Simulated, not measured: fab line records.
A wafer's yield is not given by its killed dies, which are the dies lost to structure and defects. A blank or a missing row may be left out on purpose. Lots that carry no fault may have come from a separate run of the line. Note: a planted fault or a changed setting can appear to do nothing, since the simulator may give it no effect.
Split-lot trial | flow sky130 | 23 wafers read from 5 lots, route of 708 steps

THE SPLIT
At SKY_SD_P_COAT_02 (resist thk 1140 nm), the setting resist thk nm was moved away from the recipe's 1140 nm on 9 of the 23 wafers read, by -4.6% to +4.0%. The other wafers ran this setting at the recipe's value.

FROM THE SPLIT TO THE READING: what the file shows between them, 4 steps
- SKY_SD_P_SOFTBAKE_03: time 60 s
- SKY_SD_P_EXPOSE_04: exposes mask PSDM, target cd 380 nm
- SKY_SD_P_PEB_05
- SKY_SD_P_DEVELOP_06: develop time 60 s

THE READING
cd nm at SKY_SD_P_CD_MEAS_07, given in nm (cd target 380 nm). On this fab line, fault-free wafers typically give 380.1 nm with a standard deviation of 2 nm.

wafer  | tool, chamber at the split | resist thk nm as run, nm | against the recipe | cd nm, nm | against lot-mates on the recipe
L076.1 | litho track-03, 0          | 1140                     | recipe             | 376.4     | -
L076.2 | litho track-03, 0          | 1088                     | -4.6%              | 385.5     | +8.8
L076.4 | litho track-03, 0          | 1140                     | recipe             | 376.8     | -
L076.5 | litho track-03, 0          | 1140                     | recipe             | 376.8     | -
L076.6 | litho track-03, 0          | 1088                     | -4.6%              | 381.7     | +5.0
L079.1 | litho track-01, 0          | 1165                     | +2.2%              | 375.5     | -0.2
L079.3 | litho track-01, 0          | 1140                     | recipe             | 374.7     | -
L079.4 | litho track-01, 0          | 1165                     | +2.2%              | 373.4     | -2.4
L079.5 | litho track-01, 0          | 1165                     | +2.2%              | 374.4     | -1.4
L079.6 | litho track-01, 0          | 1140                     | recipe             | 376.8     | -
L080.2 | litho track-03, 0          | 1140                     | recipe             | 380.3     | -
L080.3 | litho track-03, 0          | 1140                     | recipe             | 379.9     | -
L080.4 | litho track-03, 0          | 1140                     | recipe             | 380.2     | -
L080.5 | litho track-03, 0          | 1097                     | -3.8%              | 383.7     | +3.6
L080.6 | litho track-03, 0          | 1097                     | -3.8%              | 384.8     | +4.7
L084.3 | litho track-01, 0          | 1140                     | recipe             | 381.9     | -
L084.4 | litho track-01, 0          | 1140                     | recipe             | 380.6     | -
L084.6 | litho track-01, 0          | 1140                     | recipe             | 382.0     | -
L083.1 | litho track-04, 0          | 1140                     | recipe             | 380.9     | -
L083.3 | litho track-04, 0          | 1140                     | recipe             | 382.1     | -
L083.4 | litho track-04, 0          | 1186                     | +4.0%              | 379.9     | -1.8
L083.5 | litho track-04, 0          | 1140                     | recipe             | 382.2     | -
L083.6 | litho track-04, 0          | 1186                     | +4.0%              | 375.3     | -6.4

THE FIT
A straight line over all 23 wafers: cd nm changes by -1.04 nm for each +1% of resist thk nm; r = -0.69; the points scatter about the line by 2.6 nm.
The same after taking each lot's own level away (the mean of its wafers on the recipe; 23 wafers): -1.16 nm for each +1%; r = -0.91; scatter 1.3 nm.
According to that fit, moving resist thk nm by its largest amount changes the reading by 5.3 nm.
From 375.75 to 381.73 nm: that is the span of the lots' own levels, equal to 3.0 times the standard deviation above.
So the lot-to-lot level blurs the effect unless lot-mates are compared.
Check: +4.73 nm against its lot-mates is what the line predicts for one of the wafers moved furthest among these (-4.6%) when that wafer is left out of the fit. It came out at +8.83 nm against them.

THESE WAFERS: OTHER SPLITS
These wafers also went through other splits before the reading. Each is held against what the fit with the lots' levels taken away leaves over:
other split on the same wafers | wafers away from the commonest value | r with cd nm (lot level and that fit taken away)
SKY_POLY_CUT_ETCH_10 time s    | 8                                    | +0.31

THE WHOLE CHAIN: every reading that the file lists as answering this split, in the file's order
step                | what it does       | reading                                                                         | change (the file's fit)              | r (the file's)
SKY_SD_P_COAT_02    | resist thk 1140 nm | NOVOLAK_of_SD_P_COAT_02.thk nm (the simulator's own value, which no gauge read) | +11.2 nm for each +1% of the setting | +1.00
SKY_SD_P_CD_MEAS_07 | target cd 380 nm   | cd nm                                                                           | -1.19 nm for each +1% of the setting | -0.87
SKY_SD_P_STRIP_10   | strips in O2/N2    | strip time to endpoint s                                                        | withheld for each +1% of the setting | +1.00

FILE'S OWN FIT
cd nm changes by -1.19 nm for each +1% of resist thk nm, r = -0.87.
